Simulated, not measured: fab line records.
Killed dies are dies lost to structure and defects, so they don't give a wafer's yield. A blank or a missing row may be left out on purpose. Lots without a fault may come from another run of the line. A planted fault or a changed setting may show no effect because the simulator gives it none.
fab line records ; flow sky130
[record] lots = 6; wafers = 18; lastDay = 50
route steps=708 shown VT_ADJUST_HVTP@93 VT_ADJUST_LVTN@97
lots with no fault: from the same line, run without faults
startH: the number of hours between the record's first day and the start of the first shown wafer of the lot ; waitH: how many hours have passed since the lot's step before this one ; " as in the row above ; L1.1+2: a single row standing in for several wafers ; - either no value or no given start ; * or withheld: withheld ; < > ~ a bound
route shown NAME@n: a module of which the file shows steps, and the number in the route of the first ; usual: mean/standard deviation of fault-free wafers ; same: alike in all rows ; chamber/n: place in a boat ; sites: readings site by site ; _std_site: the values' standard deviation ; _edge_site: outer sites' mean less inner sites' ; radiusMm: how far each site lies from the wafer's centre ; mask NAME#n: copy n ; behind: the last tool/chamber to shape the wafer ; hold: reason for holding the lot/hours on hold/outcome of the hold ; device: names the non-switching transistor (n, p or np) ; end of line: the same wafers' tests at the end of the route ; for a step that has no rows: nothing shown but its recipe ; killed: not the wafer's yield, but the dies lost to structure and defects at the first sort ; map: a wafer's dies, marking killed ones x, the rest . and places with no die _
set.NAME: the run value of the setting; set.NAME@STEP: its run value at that earlier step ; model.NAME: the simulator's own value behind a step, which no gauge read
lots seen at some steps along the route; tables by step, rows by wafer
services: the hour from which a tool's chamber was out of use, counted from the record's first day as startH (under 0 if before that day), plus the number of hours and why
[[steps]]
[step SKY_VT_ADJUST_HVTP_OVL_MEAS_08]
[usual] VT_ADJUST_HVTP_OVL = -0.9/1.4
lot.wafer;tool;chamber;startH;waitH;VT_ADJUST_HVTP_OVL[nm]
L511.1;overlay-01;-;121.81;0.1;0.7
L511.2;overlay-01;-;121.81;0.1;0.1
L511.6;overlay-01;-;121.81;0.1;0.5
L523.1;overlay-02;-;201.36;0.1;-1.1
L523.2;overlay-02;-;201.36;0.1;-0.8
L523.5;overlay-02;-;201.36;0.1;1.3
L524.2;overlay-02;-;205.67;0.1;1.2
L524.3;overlay-02;-;205.67;0.1;0.1
L524.5;overlay-02;-;205.67;0.1;-0.8
L526.1;overlay-01;-;220.21;0.1;-0.4
L526.3;overlay-01;-;220.21;0.1;-1.3
L526.5;overlay-01;-;220.21;0.1;-1.5
L527.3;overlay-01;-;226.97;0.1;0.2
L527.5;overlay-01;-;226.97;0.1;-0.8
L527.6;overlay-01;-;226.97;0.1;-1.5
L534.1;overlay-01;-;270.17;0.1;0.1
L534.2;overlay-01;-;270.17;0.1;-1.0
L534.3;overlay-01;-;270.17;0.1;-0.6
[step SKY_VT_ADJUST_HVTP_IMPLANT_09]
[recipe] species = As; energyKev = 150; doseCm2 = 4.3e+12; tiltDeg = withheld
[step SKY_VT_ADJUST_HVTP_STRIP_10]
[recipe] chemistry = O2/N2; powerW = 1400; pressureMtorr = 1500; platenTempC = withheld; o2FlowSccm = 3000; n2FlowSccm = 300; overashFraction = 0.5
[usual] drypumpMotorCurrentA = 5.5/0.44; oesProductAu = 0.715/0.0044; stripTimeToEndpointS = 14.18/0.039
lot.wafer;tool;chamber;startH;waitH;drypumpMotorCurrentA;oesProductAu;rfHoursCounterH;stripTimeToEndpointS
L511.1;plasmaAsher-01;1;122.00;0.1;5.2;0.713;0;14.19
L511.2;plasmaAsher-01;0;122.00;0.1;5.5;0.715;0;14.16
L511.6;plasmaAsher-01;0;122.00;0.1;5.5;0.715;-;14.20
L523.1;plasmaAsher-02;0;201.54;0.1;6.0;0.725;41;14.10
L523.2;plasmaAsher-02;1;201.54;0.1;6.2;0.719;41;14.10
L523.5;plasmaAsher-02;0;201.54;0.1;6.0;0.717;-;14.11
L524.2;plasmaAsher-03;1;205.85;0.1;5.5;0.710;52;14.18
L524.3;plasmaAsher-03;1;205.85;0.1;5.5;0.718;-;14.16
L524.5;plasmaAsher-03;0;205.85;0.1;4.8;0.715;-;14.15
L526.1;plasmaAsher-03;0;220.40;0.1;4.8;0.715;54;14.14
L526.3;plasmaAsher-03;0;220.40;0.1;4.8;0.715;-;14.15
L526.5;plasmaAsher-03;0;220.40;0.1;4.8;0.712;-;14.15
L527.3;plasmaAsher-02;1;227.18;0.1;6.1;0.718;-;14.20
L527.5;plasmaAsher-02;1;227.18;0.1;6.1;0.714;-;14.20
L527.6;plasmaAsher-02;0;227.18;0.1;6.0;0.714;-;14.19
L534.1;plasmaAsher-02;0;270.36;0.1;6.0;0.725;49;14.13
L534.2;plasmaAsher-02;1;270.36;0.1;6.1;0.720;49;14.13
L534.3;plasmaAsher-02;1;270.36;0.1;6.2;0.711;-;14.10
[step SKY_VT_ADJUST_HVTP_TW_MEAS_11]
[usual] VT_ADJUST_HVTP_TW = 1359/9.7
lot.wafer;tool;chamber;startH;waitH;VT_ADJUST_HVTP_TW
L511.1;filmMetro-03;-;122.10;0.1;1360
L511.2;filmMetro-03;-;122.10;0.1;1364
L511.6;filmMetro-03;-;122.10;0.1;1360
L523.1;filmMetro-04;-;201.64;0.1;1366
L523.2;filmMetro-04;-;201.64;0.1;1356
L523.5;filmMetro-04;-;201.64;0.1;1357
L524.2;filmMetro-02;-;205.96;0.1;1356
L524.3;filmMetro-02;-;205.96;0.1;1342
L524.5;filmMetro-02;-;205.96;0.1;1351
L526.1;filmMetro-04;-;220.50;0.1;1372
L526.3;filmMetro-04;-;220.50;0.1;1378
L526.5;filmMetro-04;-;220.50;0.1;1370
L527.3;filmMetro-04;-;227.26;0.1;1373
L527.5;filmMetro-04;-;227.26;0.1;1370
L527.6;filmMetro-04;-;227.26;0.1;1369
L534.1;filmMetro-04;-;270.46;0.1;1359
L534.2;filmMetro-04;-;270.46;0.1;1361
L534.3;filmMetro-04;-;270.46;0.1;1369
[step SKY_VT_ADJUST_LVTN_DEHYDRATE_00]
[recipe] tempC = 200; timeS = 60
[step SKY_VT_ADJUST_LVTN_HMDS_01]
[recipe] primeTimeS = 60; primeTempC = 120
[step SKY_VT_ADJUST_LVTN_COAT_02]
[recipe] spinRpm = 2000; resistThkNm = 3000
[step SKY_VT_ADJUST_LVTN_SOFTBAKE_03]
[recipe] tempC = 110; timeS = withheld
[step SKY_VT_ADJUST_LVTN_EXPOSE_04]
[recipe] maskId = NWM_COMPLEMENT_LESS_NATIVE; na = 0.6; sourceShape = conventional; sigmaOuter = 0.6; polarization = unpolarized; targetCdNm = 840; doseMj = 194
[step SKY_VT_ADJUST_LVTN_PEB_05]
[recipe] tempC = 115; timeS = withheld
[step SKY_VT_ADJUST_LVTN_DEVELOP_06]
[recipe] wallAngleDeg = 90; developer = TMAH; developTimeS = 60; devTempC = 23
[step SKY_VT_ADJUST_LVTN_OVL_MEAS_07]
[usual] VT_ADJUST_LVTN_OVL = 0.7/1.2
lot.wafer;tool;chamber;startH;waitH;VT_ADJUST_LVTN_OVL[nm]
L511.1;overlay-02;-;141.76;-;0.9
L511.2;overlay-02;-;141.76;-;1.7
L511.6;overlay-02;-;141.76;-;1.8
L523.1;overlay-01;-;224.34;-;1.8
L523.2;overlay-01;-;224.34;-;0.6
L523.5;overlay-01;-;224.34;-;1.4
L524.2;overlay-02;-;229.51;-;-0.6
L524.3;overlay-02;-;229.51;-;0.6
L524.5;overlay-02;-;229.51;-;1.2
L526.1;overlay-01;-;243.79;-;1.0
L526.3;overlay-01;-;243.79;-;1.9
L526.5;overlay-01;-;243.79;-;1.4
L527.3;overlay-01;-;249.76;-;1.2
L527.5;overlay-01;-;249.76;-;1.2
L527.6;overlay-01;-;249.76;-;2.8
L534.1;overlay-02;-;295.64;-;1.0
L534.2;overlay-02;-;295.64;-;-0.1
L534.3;overlay-02;-;295.64;-;0.2
[step SKY_VT_ADJUST_LVTN_IMPLANT_08]
[recipe] species = B; energyKev = 30; doseCm2 = 1.57e+12; tiltDeg = withheld
[usual] beamEnergyKeV = 30.001/0.0099; beamOnS = 10.00/0.18
lot.wafer;tool;chamber;startH;waitH;beamEnergyKeV;beamOnS
L511.1;implanter-01;0;141.79;0.0;30.002;9.34
L511.2;implanter-01;0;141.79;0.0;30.013;10.03
L511.6;implanter-01;0;141.79;0.0;30.009;10.12
L523.1;implanter-04;-;224.38;0.0;-;-
L523.2;implanter-04;-;224.38;0.0;-;-
L523.5;implanter-04;-;224.38;0.0;-;-
L524.2;implanter-03;-;229.57;0.0;-;-
L524.3;implanter-03;-;229.57;0.0;-;-
L524.5;implanter-03;-;229.57;0.0;-;-
L526.1;implanter-03;0;243.83;0.0;30.007;10.23
L526.3;implanter-03;0;243.83;0.0;29.990;9.71
L526.5;implanter-03;0;243.83;0.0;30.000;9.91
L527.3;implanter-03;0;249.89;0.1;29.988;9.81
L527.5;implanter-03;0;249.89;0.1;30.003;10.05
L527.6;implanter-03;0;249.89;0.1;29.984;9.86
L534.1;implanter-04;0;295.68;0.0;30.009;9.76
L534.2;implanter-04;0;295.68;0.0;30.003;10.12
L534.3;implanter-04;0;295.68;0.0;29.996;10.06
[step SKY_VT_ADJUST_LVTN_STRIP_09]
[recipe] chemistry = O2/N2; powerW = 1400; pressureMtorr = 1500; platenTempC = withheld; o2FlowSccm = 3000; n2FlowSccm = 300; overashFraction = 0.5
[usual] drypumpMotorCurrentA = 5.7/0.34; oesProductAu = 0.722/0.0044; stripTimeToEndpointS = 36.97/0.087
lot.wafer;tool;chamber;startH;waitH;drypumpMotorCurrentA;oesProductAu;rfHoursCounterH;stripTimeToEndpointS
L511.1;plasmaAsher-01;0;141.94;0.1;5.5;0.723;2;36.96
L511.2;plasmaAsher-01;1;141.94;0.1;5.2;0.722;2;36.89
L511.6;plasmaAsher-01;1;141.94;0.1;5.2;0.722;-;37.12
L523.1;plasmaAsher-04;1;224.53;0.1;5.6;0.720;54;37.02
L523.2;plasmaAsher-04;0;224.53;0.1;5.3;0.724;54;36.96
L523.5;plasmaAsher-04;0;224.53;0.1;5.3;0.720;-;36.98
L524.2;plasmaAsher-02;1;229.69;0.1;6.1;0.737;44;36.99
L524.3;plasmaAsher-02;1;229.69;0.1;6.1;0.724;-;37.00
L524.5;plasmaAsher-02;1;229.69;0.1;6.1;0.719;-;37.17
L526.1;plasmaAsher-04;1;243.98;0.1;5.6;0.731;56;37.07
L526.3;plasmaAsher-04;1;243.98;0.1;5.6;0.711;-;36.89
L526.5;plasmaAsher-04;0;243.98;0.1;5.3;0.719;-;37.00
L527.3;plasmaAsher-02;0;250.02;0.1;6.0;0.722;-;36.92
L527.5;plasmaAsher-02;0;250.02;0.1;6.0;0.725;-;37.03
L527.6;plasmaAsher-02;1;250.02;0.1;6.1;0.721;-;37.08
L534.1;plasmaAsher-02;1;295.83;0.1;6.2;0.728;51;37.15
L534.2;plasmaAsher-02;0;295.83;0.1;6.0;0.719;51;37.05
L534.3;plasmaAsher-02;1;295.83;0.1;6.2;0.722;-;37.13
[step SKY_VT_ADJUST_LVTN_TW_MEAS_10]
[usual] VT_ADJUST_LVTN_TW = 242.6/1.2
lot.wafer;tool;chamber;startH;waitH;VT_ADJUST_LVTN_TW
L511.1;filmMetro-01;-;142.04;0.1;242.1
L511.2;filmMetro-01;-;142.04;0.1;242.3
L511.6;filmMetro-01;-;142.04;0.1;242.2
L523.1;filmMetro-03;-;224.63;0.1;30.2
L523.2;filmMetro-03;-;224.63;0.1;30.2
L523.5;filmMetro-03;-;224.63;0.1;30.2
L524.2;filmMetro-03;-;229.80;0.1;30.3
L524.3;filmMetro-03;-;229.80;0.1;30.2
L524.5;filmMetro-03;-;229.80;0.1;30.2
L526.1;filmMetro-04;-;244.08;0.1;243.1
L526.3;filmMetro-04;-;244.08;0.1;241.2
L526.5;filmMetro-04;-;244.08;0.1;242.1
L527.3;filmMetro-04;-;250.11;0.1;243.1
L527.5;filmMetro-04;-;250.11;0.1;242.9
L527.6;filmMetro-04;-;250.11;0.1;242.9
L534.1;filmMetro-03;-;295.93;0.1;241.1
L534.2;filmMetro-03;-;295.93;0.1;242.5
L534.3;filmMetro-03;-;295.93;0.1;242.6
[step SKY_VT_ADJUST_LVTN_DEHYDRATE_11]
[recipe] tempC = 200; timeS = 60
[[services]]
tool;chamber;startH;hours;kind
plasmaAsher-01;-;108.75;9.0;pm
plasmaAsher-01;0;108.75;9.0;ventCycle
plasmaAsher-01;1;108.75;9.0;ventCycle
plasmaAsher-01;0;117.75;-;clean
plasmaAsher-01;1;117.75;-;clean
plasmaAsher-03;-;142.37;0.4;repair
plasmaAsher-01;-;144.33;2.0;repair
implanter-04;-;157.66;3.6;pm
implanter-01;-;158.70;5.6;repair
implanter-01;-;186.08;3.1;repair
plasmaAsher-01;-;190.93;14.6;pm
implanter-01;-;198.36;6.5;pm
implanter-03;-;199.89;3.9;pm
implanter-03;-;203.77;4.7;pm
implanter-04;-;247.53;2.4;repair
plasmaAsher-04;-;271.91;1.8;repair
[[key]]
[firstSign] step = SKY_VT_ADJUST_LVTN_IMPLANT_08; reading = toolRecord; direction = missing
[effect] step = SKY_VT_ADJUST_LVTN_TW_MEAS_10; reading = VT_ADJUST_LVTN_TW; direction = down; sigmas = 99+; usual = 242.6; struck = 30.2
metAt SKY_VT_ADJUST_LVTN_IMPLANT_08
struckWafers L523.1,L523.2,L523.5,L524.2,L524.3,L524.5
laterRowsLeftOut L523.1,L523.2,L523.5,L524.2,L524.3,L524.5
sortLeftOut L523.1,L523.2,L523.5,L524.2,L524.3,L524.5
testerLeftOut L523,L524
[fault] kind = skippedStepWhole; tool = implanter-03,implanter-04; chamber = -; onsetH = 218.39; steps = SKY_VT_ADJUST_LVTN_IMPLANT_08; scope = struckLotsOnly
// testerLeftOut: of these lots the tester's yield and bins aren't shown, on N5 and GAA mostly nor the transistor test; their killed dies are dies lost to structure and defects alone, not to doping, threshold or leakage, so they don't give the yield
// sortLeftOut: the simulated sort isn't trusted on such a fault, so these wafers' sort isn't shown, and their yield isn't known
// laterRowsLeftOut: the simulator's readings of these wafers behind a module that went badly wrong aren't trusted and aren't shown, but for the sort
